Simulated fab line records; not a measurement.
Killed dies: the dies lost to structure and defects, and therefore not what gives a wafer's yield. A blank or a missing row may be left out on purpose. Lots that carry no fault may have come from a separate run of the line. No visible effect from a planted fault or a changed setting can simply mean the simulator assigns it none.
Which tool is to blame? ; flow gf180mcu ; 72 wafers from 24 lots sampled at 6 of the route's 602 steps

== WHAT THE GAUGES READ, wafer by wafer ==
GF_HV_LDD_TW_MEAS_50.
lot;measured;on;HV_LDD_4_TW
L074;day 12 12:21;film-metro-04;582 582 579
L075;day 12 15:58;film-metro-04;585 580 579
L076;day 13 05:14;film-metro-01;572 574 573
L077;day 13 12:40;film-metro-02;566 565 565
L079;day 13 23:47;film-metro-02;564 563 561
L078;day 14 00:11;film-metro-04;579 583 581
L080;day 14 09:29;film-metro-01;577 576 575
L081;day 14 18:44;film-metro-02;565 566 566
L082;day 15 05:41;film-metro-01;575 574 574
L083;day 15 10:22;film-metro-02;569 569 567
L084;day 15 17:53;film-metro-02;568 570 567
L085;day 16 01:31;film-metro-01;575 571 578
L086;day 16 09:13;film-metro-02;569 566 569
L087;day 16 16:01;film-metro-04;579 577 580
L088;day 17 00:08;film-metro-04;579 581 581
L089;day 17 04:20;film-metro-01;575 576 574
L090;day 17 15:34;film-metro-01;574 574 575
L091;day 18 01:20;film-metro-01;571 574 572
L092;day 18 05:58;film-metro-04;582 582 583
L093;day 18 13:20;film-metro-02;562 562 563
L094;day 18 23:37;film-metro-02;563 565 563
L095;day 19 10:04;film-metro-02;562 562 558
L096;day 19 15:42;film-metro-04;581 581 581
L097;day 20 04:58;film-metro-02;566 563 564

GF_SAB_OVL_MEAS_10.
lot;measured;on;SAB_OVL (nm)
L074;day 15 05:23;overlay-02;1.0 -0.8 -0.9
L075;day 15 10:13;overlay-01;2.3 1.8 2.5
L076;day 16 01:35;overlay-02;1.9 1.3 2.4
L077;day 16 09:01;overlay-02;-1.2 -0.4 0.0
L079;day 16 20:28;overlay-01;0.7 2.8 1.1
L078;day 17 00:27;overlay-02;1.6 1.5 1.1
L080;day 17 06:34;overlay-02;1.9 1.2 2.5
L081;day 17 15:34;overlay-02;-0.2 -0.4 0.3
L082;day 18 03:54;overlay-02;-0.1 -1.4 1.0
L083;day 18 10:42;overlay-01;-0.2 1.0 1.0
L084;day 18 18:08;overlay-01;2.9 3.8 2.0
L085;day 19 03:05;overlay-02;3.6 0.7 2.5
L086;day 19 11:01;overlay-02;0.9 0.4 1.9
L087;day 19 18:19;overlay-01;2.5 1.6 3.8
L088;day 20 02:50;overlay-01;3.4 2.3 2.6
L089;day 20 08:28;overlay-01;3.8 3.4 3.9
L090;day 20 19:59;overlay-01;1.8 1.0 2.0
L091;day 21 07:16;overlay-01;0.5 2.8 0.8
L092;day 21 11:46;overlay-01;2.4 1.3 3.0
L093;day 21 17:54;overlay-02;-2.3 -1.3 0.7
L094;day 22 04:47;overlay-02;1.2 1.2 -1.7
L095;day 22 13:20;overlay-01;1.2 1.3 -0.9
L096;day 22 19:38;overlay-01;0.8 0.8 0.7
L097;day 23 08:48;overlay-01;2.3 0.1 0.4

GF_V1_CD_MEAS_14: the cd target is 260 nm.
lot;measured;on;cd-nm (nm)
L074;day 18 03:53;cd-sem-02;262.7 260.8 261.9
L075;day 18 10:07;cd-sem-02;257.3 256.8 257.9
L076;day 19 03:22;cd-sem-01;260.9 261.7 259.9
L077;day 19 11:37;cd-sem-01;259.5 260.2 260.3
L079;day 19 23:19;cd-sem-02;260.4 259.8 258.5
L078;day 20 03:41;cd-sem-02;257.7 258.8 258.8
L080;day 20 11:14;cd-sem-02;259.8 259.6 260.0
L081;day 20 20:50;cd-sem-01;259.3 259.0 259.5
L082;day 21 09:04;cd-sem-01;260.5 260.6 259.4
L083;day 21 16:23;cd-sem-02;260.0 259.0 259.4
L084;day 22 00:16;cd-sem-02;259.2 260.1 259.9
L085;day 22 09:01;cd-sem-02;260.1 260.7 259.6
L086;day 22 15:04;cd-sem-02;260.3 259.6 260.0
L087;day 22 22:31;cd-sem-02;260.2 261.1 261.8
L088;day 23 06:16;cd-sem-01;259.9 259.5 258.3
L089;day 23 13:29;cd-sem-01;259.5 259.3 259.1
L090;day 24 00:05;cd-sem-02;259.0 259.7 259.6
L091;day 24 09:31;cd-sem-01;261.0 261.9 261.6
L092;day 24 14:22;cd-sem-02;259.3 260.1 259.6
L093;day 24 19:26;cd-sem-02;257.8 258.7 259.2
L094;day 25 04:28;cd-sem-01;261.1 260.2 261.4
L095;day 25 14:01;cd-sem-02;257.8 256.9 258.3
L096;day 25 19:18;cd-sem-01;259.8 258.5 259.4
L097;day 26 07:25;cd-sem-02;258.6 256.6 258.4

GF_M4_THK_MEAS_06: measures by xrf.
lot;measured;on;M4_ALCU_THK (nm)
L074;day 22 14:23;film-metro-03;463 460 456
L075;day 22 19:22;film-metro-03;458 445 459
L076;day 23 13:18;film-metro-04;446 455 445
L077;day 23 19:32;film-metro-03;453 460 453
L079;day 24 07:01;film-metro-02;450 462 457
L078;day 24 10:43;film-metro-02;458 450 450
L080;day 24 17:45;film-metro-04;461 454 458
L081;day 25 01:41;film-metro-02;452 462 460
L082;day 25 13:03;film-metro-03;440 441 456
L083;day 25 19:45;film-metro-02;452 445 464
L084;day 26 02:37;film-metro-04;452 443 454
L085;day 26 10:13;film-metro-03;464 461 464
L086;day 26 16:42;film-metro-03;446 460 446
L087;day 26 22:01;film-metro-02;458 458 460
L088;day 27 03:34;film-metro-03;460 456 452
L089;day 27 10:48;film-metro-04;455 456 454
L090;day 27 21:01;film-metro-03;454 453 456
L091;day 28 03:21;film-metro-02;467 458 463
L092;day 28 09:44;film-metro-04;455 459 460
L093;day 28 13:48;film-metro-02;462 461 468
L094;day 28 21:29;film-metro-02;446 450 446
L095;day 29 06:22;film-metro-04;454 459 454
L096;day 29 11:16;film-metro-03;460 463 463
L097;day 29 20:24;film-metro-04;453 454 458

GF_V4_CD_MEAS_14: the cd target is 260 nm.
lot;measured;on;cd-nm (nm)
L074;day 24 12:59;cd-sem-01;259.0 259.4 259.5
L075;day 24 17:34;cd-sem-02;259.2 258.9 257.9
L076;day 25 11:23;cd-sem-02;260.0 259.3 259.4
L077;day 25 16:29;cd-sem-02;259.5 259.2 259.4
L079;day 26 03:04;cd-sem-01;261.6 261.0 261.1
L078;day 26 07:24;cd-sem-01;261.0 260.1 260.7
L080;day 26 13:36;cd-sem-02;259.0 259.7 260.3
L081;day 26 20:51;cd-sem-02;257.9 259.3 257.5
L082;day 27 07:53;cd-sem-02;261.4 261.7 260.7
L083;day 27 13:50;cd-sem-02;256.8 257.5 257.5
L084;day 27 20:12;cd-sem-02;259.6 258.5 260.7
L085;day 28 02:46;cd-sem-01;260.8 261.4 260.6
L086;day 28 10:10;cd-sem-02;258.8 259.4 258.8
L087;day 28 15:55;cd-sem-01;261.3 261.3 261.4
L088;day 28 20:38;cd-sem-01;259.9 260.9 259.6
L089;day 29 02:33;cd-sem-02;258.1 259.2 259.2
L090;day 29 12:17;cd-sem-02;259.6 259.2 259.6
L091;day 29 18:34;cd-sem-01;259.3 259.7 259.9
L092;day 30 01:40;cd-sem-02;260.3 261.1 259.9
L093;day 30 06:56;cd-sem-02;258.8 258.8 258.3
L094;day 30 11:47;cd-sem-02;257.4 259.0 259.3
L095;day 30 21:11;cd-sem-01;262.4 262.2 261.8
L096;day 31 01:37;cd-sem-01;261.3 261.0 261.5
L097;day 31 09:52;cd-sem-01;258.4 259.1 260.0

GF_MIM_THK_MEAS_06.
lot;measured;on;MIM_CVD_05_THK (nm)
L074;day 24 14:50;film-metro-01;41.0 41.9 41.9
L075;day 24 19:21;film-metro-03;42.2 42.3 42.3
L076;day 25 13:07;film-metro-02;42.3 41.8 41.6
L077;day 25 18:14;film-metro-02;40.9 41.1 41.8
L079;day 26 04:49;film-metro-02;40.9 42.2 40.8
L078;day 26 09:09;film-metro-03;41.5 42.1 42.5
L080;day 26 15:21;film-metro-03;41.4 42.7 42.2
L081;day 26 22:36;film-metro-03;42.2 42.3 42.7
L082;day 27 09:38;film-metro-01;40.9 41.6 42.1
L083;day 27 15:35;film-metro-03;41.2 41.0 42.1
L084;day 27 21:59;film-metro-01;41.4 42.5 41.9
L085;day 28 04:38;film-metro-03;42.0 41.6 42.2
L086;day 28 11:55;film-metro-03;42.0 41.8 42.6
L087;day 28 17:40;film-metro-03;41.4 41.3 42.2
L088;day 28 22:23;film-metro-02;40.9 41.9 41.9
L089;day 29 04:21;film-metro-02;41.1 42.7 42.1
L090;day 29 14:06;film-metro-03;41.6 41.8 42.3
L091;day 29 20:22;film-metro-01;41.2 41.6 42.2
L092;day 30 03:26;film-metro-01;41.2 40.9 41.9
L093;day 30 08:43;film-metro-03;41.9 41.8 42.6
L094;day 30 13:32;film-metro-03;41.9 41.7 42.7
L095;day 30 22:57;film-metro-01;40.6 41.3 42.1
L096;day 31 03:22;film-metro-02;41.9 42.3 42.6
L097;day 31 11:39;film-metro-01;41.6 41.8 42.0

== EACH LOT AND THE TOOL THAT RAN IT (in order: tool; ch and the chambers of the sampled wafers; start) ==
Record: no process step prior to these readings.

== AS READ BY THE TOOLS THEMSELVES (means over the sampled wafers that have a number; for cases with no such wafer, the mark the record gives instead) ==
The record holds no such reading with a usual standard deviation.

== THE ANSWER, worked out from the rows above alone ==
Rule: the usual values come from the lots themselves. The widest of any qualifying gaps counts: lots, ordered by their means at a reading, are off when they make up no more than a third of the lots, leave a main group of 4 or more, and stand apart from it by 3 or more times the standard deviation of that group's means. If all means in a main group match to the digits the tables above print for the reading, that group is not used. A lot without any number at a reading at which 4 lots or more have one is off too. Where the step has rows for the other lots, those lots are counted as sound. The gauges are gone through in route order, then the tools' own readings, and for those a lot's mean is taken as printed above. The first step at which some lot is off is used, and at that step the reading that is off furthest; a lot without a number counts as furthest.
Across all readings shown, no lot is off: no conclusion can be drawn from this.

== WHAT THE SIMULATOR PUT IN ==
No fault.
